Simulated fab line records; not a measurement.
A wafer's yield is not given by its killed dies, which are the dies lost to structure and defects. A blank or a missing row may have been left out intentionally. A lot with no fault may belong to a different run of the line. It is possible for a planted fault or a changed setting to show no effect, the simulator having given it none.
Matching of chambers | flow sky130 | SKY_CAPM_CVD_00 on pecvd-01 has 3 sister chambers
The step deposits SiO2, target thk 15.5 nm. 6 wafers are shown with their chamber, then 12 later ones without.

## EACH WAFER AND ITS CHAMBER
wafer  | chamber | heater_power_w (W)
L082.6 | 1       | 539
L084.1 | 2       | 766
L084.4 | 0       | 613
L089.1 | 2       | 704
L089.2 | 0       | 734
L089.6 | 1       | 541

## WAFERS WITH NO CHAMBER GIVEN
wafer  | heater_power_w (W)
L090.4 | 711
L090.5 | 759
L090.6 | 490
L094.1 | 518
L094.2 | 719
L094.3 | 763
L094.4 | 525
L094.5 | 696
L094.6 | 780
L097.1 | 530
L097.2 | 781
L097.6 | 780

## CHAMBER TAKEN BY EACH
wafer  | from the rows above     | in truth
L090.4 | can't be placed: 2 or 0 | 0
L090.5 | can't be placed: 2 or 0 | 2
L090.6 | 1                       | 1
L094.1 | 1                       | 1
L094.2 | can't be placed: 2 or 0 | 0
L094.3 | can't be placed: 2 or 0 | 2
L094.4 | 1                       | 1
L094.5 | can't be placed: 0 or 2 | 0
L094.6 | can't be placed: 2 or 0 | 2
L097.1 | 1                       | 1
L097.2 | can't be placed: 2 or 0 | 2
L097.6 | can't be placed: 2 or 0 | 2
Correctly placed: 4 of 12. From these rows, 8 cannot be placed; in 8 the true chamber is one of the candidates. Placed wrongly: 0.
How it was worked out, from the rows above alone: a wafer's distance from a chamber is the root of the sum, over the readings, of the square of ((its reading less the chamber's mean) divided by the reading's scatter). If the next closest chamber is less than 2 further off than the closest, the wafer can't be placed; otherwise it belongs to the closest. A chamber's mean is the mean of its shown wafers. The scatter: the root of (the sum of the squares of (reading less its chamber's mean) over the shown wafers, divided by (wafers less chambers)).
